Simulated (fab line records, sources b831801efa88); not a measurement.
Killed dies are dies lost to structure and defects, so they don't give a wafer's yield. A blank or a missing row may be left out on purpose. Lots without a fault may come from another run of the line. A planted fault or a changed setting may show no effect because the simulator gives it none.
A struck lot beside a sound one | flow gf180mcu | 14 steps out of a route of 602
Sound: wafers L862.2, L862.5, L862.6. Struck: wafers L852.2, L852.3, L852.4. The cause comes at the end.
At each step with rows: each side's tool, then ch and its chambers, then its first start. Under that, the readings that differ: sound wafers | struck wafers | difference of the means | sigmas: that difference in standard deviations of wafers without a fault.
alike: readings whose means differ by less than 2 such deviations, and words and numbers that are the same on both sides. not compared: withheld readings, readings that some wafer has no value for, bounds like >300 that may hide the same value, and numbers for which the record gives no deviation and whose values overlap.
The two part at a step that has a row with sigmas, a row that says differs or no value, or rows on one side only. Numbers that don't overlap but have no deviation are shown without sigmas and don't part them. A reading that every wafer of one side lacks parts them only if that side has two wafers or more.

GF_STI_THK_MEAS_24:
  sound on film_metro-02, day 5 18:57; struck on film_metro-03, day 3 16:14
  alike: STI_CVD_23_THK
GF_STI_CMP_25: polishes, stops on Si3N4, t overpolish 33 s, target thk 524.6 nm.
  sound on cmp-02 ch 0,1, day 5 19:00; struck on cmp-01 ch 0,1,2, day 3 16:17
  reading             | sound          | struck        | difference | sigmas
  motor_current_A (A) | 12.5 12.5 12.1 | 10.8 9.7 10.8 | -1.9       | -2
  alike: overpolish_run_s, time_to_endpoint_s
then, 4 steps without rows for these wafers: GF_STI_WET_ETCH_26 (etches SiO2 in dHF, target depth 94 nm, time 188 s); GF_STI_WET_ETCH_27 (etches Si3N4 in H3PO4, target depth 160 nm, time 1825 s); GF_STI_WET_ETCH_28 (etches SiO2 in dHF, target depth 20 nm, time 40 s); GF_STI_OXIDATION_29 (stabilise 600 s, purge 300 s, target thk 10 nm).
GF_STI_THK_MEAS_30:
  sound on film_metro-03, day 5 21:18; struck on film_metro-03, day 3 19:21
  alike: STI_OXIDATION_02_THK
then, 5 steps without rows for these wafers: GF_DNWELL_DEHYDRATE_00 (time 60 s); GF_DNWELL_HMDS_01 (prime time 60 s); GF_DNWELL_COAT_02 (resist thk 3000 nm); GF_DNWELL_SOFTBAKE_03; GF_DNWELL_EXPOSE_04 (exposes mask DNWELL, target cd 1700 nm).
GF_DNWELL_PEB_05:
  sound on litho_track-02 ch 0, day 6 11:00; struck on litho_track-01, day 4 08:00
  no value came back on the struck wafers for chill_plate_temp_C (C), exhaust_pa (Pa), resist_line_temp_C (C); on the sound wafers chill_plate_temp_C (C) reads 22.96 22.97 22.95
then, 1 step without rows for these wafers: GF_DNWELL_DEVELOP_06 (develop time 60 s).

WHERE THEY PART
First at GF_STI_CMP_25; last, within this record, at GF_DNWELL_PEB_05.

WHY: what the simulator had put in
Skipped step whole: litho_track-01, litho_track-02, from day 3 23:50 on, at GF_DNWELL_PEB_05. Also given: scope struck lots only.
